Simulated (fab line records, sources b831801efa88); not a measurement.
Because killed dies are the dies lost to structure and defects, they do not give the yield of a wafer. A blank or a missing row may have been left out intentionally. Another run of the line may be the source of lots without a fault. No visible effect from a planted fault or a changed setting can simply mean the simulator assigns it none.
fab line records	flow sky130
[record] lots = 15	wafers = 45	lastDay = 50
route steps=708 shown VIA2@528 METAL3@561 VIA3@586
lots with no fault: from the same line, run without faults
startH: hours from the record's first day to the start of the lot's first wafer shown	waitH: hours from the lot's prior step to this one	" as in the row above	L1.1+2: a row that stands for several wafers	- value missing, or start not given	* or withheld: withheld	< > ~ a bound
route shown NAME@n: names a module that has steps shown in the file, with the first one's number in the route	usual: mean and standard deviation over wafers with no fault	same: alike in all rows	chamber/n: place in a boat	sites: readings site by site	_std_site: their standard deviation	_edge_site: mean of outer sites minus mean of inner sites	radiusMm: how far each site lies from the wafer's centre	mask NAME#n: copy n	behind: the tool/chamber that last shaped the wafer	hold: cause of the lot's hold/its duration in hours/its outcome	device: the n, p or np transistor that did not switch	end of line: at the end of the route, the tests of the same wafers	where a step has no rows: the recipe by itself	killed: the dies lost at the first sort to structure and to defects; this is not the yield of the wafer	map: a wafer's dies, x killed, . not, _ none there
set.NAME: the setting that was run; set.NAME@STEP: the one run at that earlier step	model.NAME: the simulator's own value behind a step, which no gauge read
one table for each step of the route and one row for each wafer, over a sample of lots
services: a tool's chamber out of use, with start hour (startH, from the record's first day; less than 0 if before it), hours out, and reason
[[steps]]
[step SKY_VIA2_CVD_21]
[recipe] material = W	targetThkNm = 420	timeS = 126.4	tempC = 400	pressureTorr = 40
[usual] heaterPowerOuterW = 505/51	heaterPowerW = 814/88	susceptorTempC = 400.00/0.21
lot.wafer	tool	chamber	startH	waitH	heaterPowerOuterW	heaterPowerW	susceptorTempC
L867.1	cvdW-01	0	816.55	0.0	466	784	399.92
L867.4	"	1	"	"	464	781	400.20
L867.6	"	1	"	"	467	755	400.38
L872.1	cvdW-01	1	891.84	0.0	462	784	400.29
L872.5	"	1	"	"	489	781	400.27
L872.6	"	0	"	"	473	762	400.30
L873.1	cvdW-02	1	896.92	0.0	520	781	399.91
L873.3	"	0	"	"	576	979	399.58
L873.4	"	1	"	"	515	813	399.93
L874.2	cvdW-01	1	913.51	0.0	467	765	399.98
L874.5	"	1	"	"	481	787	399.94
L874.6	"	0	"	"	491	799	399.59
L876.1	cvdW-01	1	929.61	0.0	487	774	400.01
L876.5	"	1	"	"	487	760	400.07
L876.6	"	0	"	"	478	775	400.04
L883.1	cvdW-01	0	981.82	0.0	473	796	400.09
L883.3	"	0	"	"	485	805	400.53
L883.6	"	1	"	"	484	785	399.71
L880.2	cvdW-02	1	982.37	0.0	477	700	399.93
L880.3	"	1	"	"	476	723	400.31
L880.6	"	0	"	"	635	1006	399.71
L882.3	cvdW-01	1	984.56	0.1	489	823	400.13
L882.4	"	0	"	"	486	780	400.18
L882.6	"	1	"	"	474	797	399.91
L879.1	cvdW-01	1	985.92	0.0	470	774	399.77
L879.3	"	1	"	"	475	772	399.70
L879.5	"	1	"	"	482	779	399.95
L884.2	cvdW-02	1	988.42	0.0	475	707	400.08
L884.3	"	0	"	"	614	1000	399.86
L884.4	"	1	"	"	472	715	400.24
L885.2	cvdW-01	1	989.71	0.1	478	817	400.02
L885.3	"	1	"	"	479	787	400.00
L885.5	"	1	"	"	483	768	400.15
L886.1	cvdW-02	0	990.57	0.0	595	1012	400.30
L886.3	"	0	"	"	620	995	400.02
L886.6	"	0	"	"	625	1009	400.27
L887.1	cvdW-01	0	1005.22	0.0	482	793	399.93
L887.4	"	1	"	"	471	772	400.26
L887.6	"	0	"	"	491	780	400.12
L888.2	cvdW-01	1	1022.61	0.0	471	779	400.10
L888.3	"	1	"	"	461	773	399.97
L888.6	"	1	"	"	482	787	399.83
L889.1	cvdW-02	0	1025.11	0.0	606	994	400.07
L889.5	"	1	"	"	467	717	399.81
L889.6	"	0	"	"	605	993	399.91
[step SKY_METAL3_PEB_11]
[recipe] pebTempC = withheld	pebTimeS = withheld	resist = KrF-thick
[usual] chillPlateTempC = *	exhaustPa = 44.8/1
lot.wafer	tool	chamber	startH	waitH	chillPlateTempC	exhaustPa
L867.1	lithoTrack-04	0	869	-	*	42.0
L867.4	"	0	"	"	*	43.2
L867.6	"	0	"	"	*	43.4
L872.1	lithoTrack-01	-	943	-	-	-
L872.5	"	-	"	"	-	-
L872.6	"	-	"	"	-	-
L873.1	lithoTrack-02	-	948	-	-	-
L873.3	"	-	"	"	-	-
L873.4	"	-	"	"	-	-
L874.2	lithoTrack-04	-	964	-	-	-
L874.5	"	-	"	"	-	-
L874.6	"	-	"	"	-	-
L876.1	lithoTrack-04	0	980	-	*	44.0
L876.5	"	0	"	"	*	45.0
L876.6	"	0	"	"	*	44.9
L880.2	lithoTrack-04	0	1031	-	*	44.1
L880.3	"	0	"	"	*	44.8
L880.6	"	0	"	"	*	46.0
L883.1	lithoTrack-01	0	1031	-	*	45.1
L883.3	"	0	"	"	*	45.0
L883.6	"	0	"	"	*	44.4
L882.3	lithoTrack-02	0	1032	-	*	43.7
L882.4	"	0	"	"	*	44.4
L882.6	"	0	"	"	*	44.1
L879.1	lithoTrack-01	0	1034	-	*	44.9
L879.3	"	0	"	"	*	43.3
L879.5	"	0	"	"	*	43.6
L884.2	lithoTrack-01	0	1036	-	*	45.3
L884.3	"	0	"	"	*	44.9
L884.4	"	0	"	"	*	44.1
L885.2	lithoTrack-04	0	1036	-	*	43.2
L885.3	"	0	"	"	*	45.1
L885.5	"	0	"	"	*	44.3
L886.1	lithoTrack-04	0	1038	-	*	45.2
L886.3	"	0	"	"	*	45.0
L886.6	"	0	"	"	*	44.2
L887.1	lithoTrack-01	0	1051	-	*	43.6
L887.4	"	0	"	"	*	45.3
L887.6	"	0	"	"	*	44.3
L888.2	lithoTrack-02	0	1067	-	*	45.8
L888.3	"	0	"	"	*	44.8
L888.6	"	0	"	"	*	44.1
L889.1	lithoTrack-04	0	1070	-	*	44.1
L889.5	"	0	"	"	*	43.5
L889.6	"	0	1071	-	*	43.3
[step SKY_METAL3_STRIP_19]
[recipe] chemistry = O2/N2	powerW = 1400	pressureMtorr = 1500	platenTempC = withheld	o2FlowSccm = 3000	n2FlowSccm = 300	overashFraction = 0.5
[usual] drypumpMotorCurrentA = 5.8/0.37	oesProductAu = 0.502/0.005	stripTimeToEndpointS = 6.55/0.059
lot.wafer	tool	chamber	startH	waitH	drypumpMotorCurrentA	oesProductAu	rfHoursCounterH	stripTimeToEndpointS
L867.1	plasmaAsher-03	1	870.09	0.1	5.3	0.495	72	6.51
L867.4	"	1	"	"	5.3	0.500	-	6.44
L867.6	"	0	"	"	5.7	0.509	-	6.55
L872.1	plasmaAsher-01	1	944.25	0.1	5.9	0.496	20	6.47
L872.5	"	0	"	"	5.4	0.495	-	6.57
L872.6	"	1	"	"	5.9	0.498	-	6.48
L873.1	plasmaAsher-01	0	949.49	0.1	5.4	0.506	21	6.63
L873.3	"	0	"	"	5.4	0.494	-	6.57
L873.4	"	1	"	"	5.9	0.490	-	6.60
L874.2	plasmaAsher-02	1	965.04	0.1	6.3	0.503	114	6.44
L874.5	"	0	"	"	6.4	0.503	-	6.54
L874.6	"	1	"	"	6.3	0.508	-	6.58
L876.1	plasmaAsher-01	0	980.94	0.1	5.4	0.508	24	6.55
L876.5	"	0	"	"	5.4	0.500	-	6.57
L876.6	"	1	"	"	5.9	0.501	-	6.53
L880.2	plasmaAsher-03	1	1031.94	0.1	5.3	0.512	87	6.59
L880.3	"	0	"	"	5.7	0.501	-	6.51
L880.6	"	1	"	"	5.3	0.494	-	6.55
L883.1	plasmaAsher-01	1	1032.50	0.1	5.9	0.504	29	6.60
L883.3	"	1	"	"	5.9	0.504	-	6.57
L883.6	"	0	"	"	5.4	0.499	-	6.56
L882.3	plasmaAsher-03	0	1033.17	0.1	5.8	0.498	-	6.50
L882.4	"	1	"	"	5.3	0.502	-	6.53
L882.6	"	0	"	"	5.8	0.497	-	6.52
L879.1	plasmaAsher-03	0	1035.55	0.1	5.8	0.493	88	6.59
L879.3	"	0	"	"	5.8	0.505	-	6.59
L879.5	"	0	"	"	5.8	0.496	-	6.58
L884.2	plasmaAsher-01	1	1037.30	0.1	5.9	0.501	29	6.59
L884.3	"	0	"	"	5.4	0.507	-	6.54
L884.4	"	1	"	"	5.9	0.504	-	6.55
L885.2	plasmaAsher-01	0	1037.54	0.1	5.4	0.501	29	6.50
L885.3	"	1	"	"	5.9	0.501	-	6.48
L885.5	"	1	"	"	5.9	0.502	-	6.46
L886.1	plasmaAsher-01	0	1039.14	0.1	5.4	0.508	30	6.51
L886.3	"	1	"	"	6.0	0.499	-	6.49
L886.6	"	0	"	"	5.4	0.506	-	6.45
L887.1	plasmaAsher-02	1	1052.78	0.1	6.3	0.504	122	6.66
L887.4	"	1	"	"	6.3	0.508	-	6.68
L887.6	"	0	"	"	6.4	0.510	-	6.66
L888.2	plasmaAsher-01	0	1068.59	0.1	5.4	0.495	33	6.50
L888.3	"	0	"	"	5.4	0.497	-	6.43
L888.6	"	0	"	"	5.4	0.505	-	6.49
L889.1	plasmaAsher-03	0	1071.69	0.1	5.7	0.499	92	6.50
L889.5	"	1	"	"	5.3	0.503	-	6.50
L889.6	"	0	"	"	5.7	0.493	-	6.54
[step SKY_VIA3_OVL_MEAS_13]
[usual] VIA3_OVL = -1/6.5
lot.wafer	tool	chamber	startH	waitH	VIA3_OVL[nm]
L867.1	overlay-01	-	896.28	0.1	5
L867.4	"	-	"	"	8
L867.6	"	-	"	"	6
L876.1	overlay-01	-	1005.98	0.1	2
L876.5	"	-	"	"	1
L876.6	"	-	"	"	4
L880.2	overlay-02	-	1054.53	0.1	-16
L880.3	"	-	"	"	-12
L880.6	"	-	"	"	-16
L883.1	overlay-02	-	1055.22	0.1	5
L883.3	"	-	"	"	7
L883.6	"	-	"	"	7
L882.3	overlay-01	-	1056.65	0.1	5
L882.4	"	-	"	"	0
L882.6	"	-	"	"	-4
L879.1	overlay-01	-	1058.34	0.1	1
L879.3	"	-	"	"	3
L879.5	"	-	"	"	3
L884.2	overlay-01	-	1061.08	0.1	-13
L884.3	"	-	"	"	-18
L884.4	"	-	"	"	-13
L885.2	overlay-01	-	1061.69	0.1	-10
L885.3	"	-	"	"	1
L885.5	"	-	"	"	-2
L886.1	overlay-01	-	1062.44	0.1	4
L886.3	"	-	"	"	-5
L886.6	"	-	"	"	3
L887.1	overlay-01	-	1075.09	0.1	5
L887.4	"	-	"	"	0
L887.6	"	-	"	"	2
L888.2	overlay-01	-	1090.43	0.1	-2
L888.3	"	-	"	"	-9
L888.6	"	-	"	"	-9
L889.1	overlay-01	-	1092.82	0.1	-7
L889.5	"	-	"	"	-5
L889.6	"	-	"	"	4
[[services]]
tool	chamber	startH	hours	kind
plasmaAsher-02	-	835.97	7.1	repair
cvdW-02	0	867.46	11.8	repair
plasmaAsher-01	-	874.03	6.4	pm
plasmaAsher-03	-	886.89	0.4	repair
cvdW-02	-	904.00	14.0	pm
cvdW-02	0	904.00	14.0	ventCycle
cvdW-02	1	904.00	14.0	ventCycle
cvdW-02	0	918.00	-	clean
cvdW-02	1	918.00	-	clean
plasmaAsher-03	-	955.51	2.8	repair
cvdW-01	0	985.07	13.8	repair
cvdW-01	-	990.89	0.7	repair
plasmaAsher-03	-	1011.45	2.4	repair
cvdW-02	-	1013.26	6.0	pm
plasmaAsher-01	-	1022.95	4.7	repair
plasmaAsher-03	-	1023.21	4.3	pm
cvdW-02	-	1035.08	4.3	pm
plasmaAsher-01	-	1047.35	2.8	pm
plasmaAsher-02	-	1055.25	9.0	pm
plasmaAsher-02	0	1055.25	9.0	ventCycle
plasmaAsher-02	1	1055.25	9.0	ventCycle
cvdW-01	0	1060.78	10.8	repair
plasmaAsher-02	0	1064.25	-	clean
plasmaAsher-02	1	1064.25	-	clean
[[key]]
[firstSign] step = SKY_METAL3_PEB_11	reading = toolRecord	direction = missing
effect none on later readings
metAt SKY_METAL3_PEB_11
struckLots L872,L873,L874
laterRowsLeftOut L872.1,L872.5,L872.6,L873.1,L873.3,L873.4,L874.2,L874.5,L874.6
sortLeftOut L872.1,L872.5,L872.6,L873.1,L873.3,L873.4,L874.2,L874.5,L874.6
notActingAt SKY_VIA2_CVD_21,SKY_METAL3_STRIP_19,SKY_VIA3_OVL_MEAS_13
onsetBetween 869 943
[fault] kind = skippedStepWhole	tool = lithoTrack-01,lithoTrack-02,lithoTrack-04	chamber = -	onsetH = 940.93	steps = SKY_METAL3_PEB_11	scope = struckLotsOnly
// sortLeftOut: the simulated sort isn't trusted on such a fault, so these wafers' sort isn't shown, and their yield isn't known
// laterRowsLeftOut: the simulator's readings of these wafers behind a module that went badly wrong aren't trusted and aren't shown, but for the sort
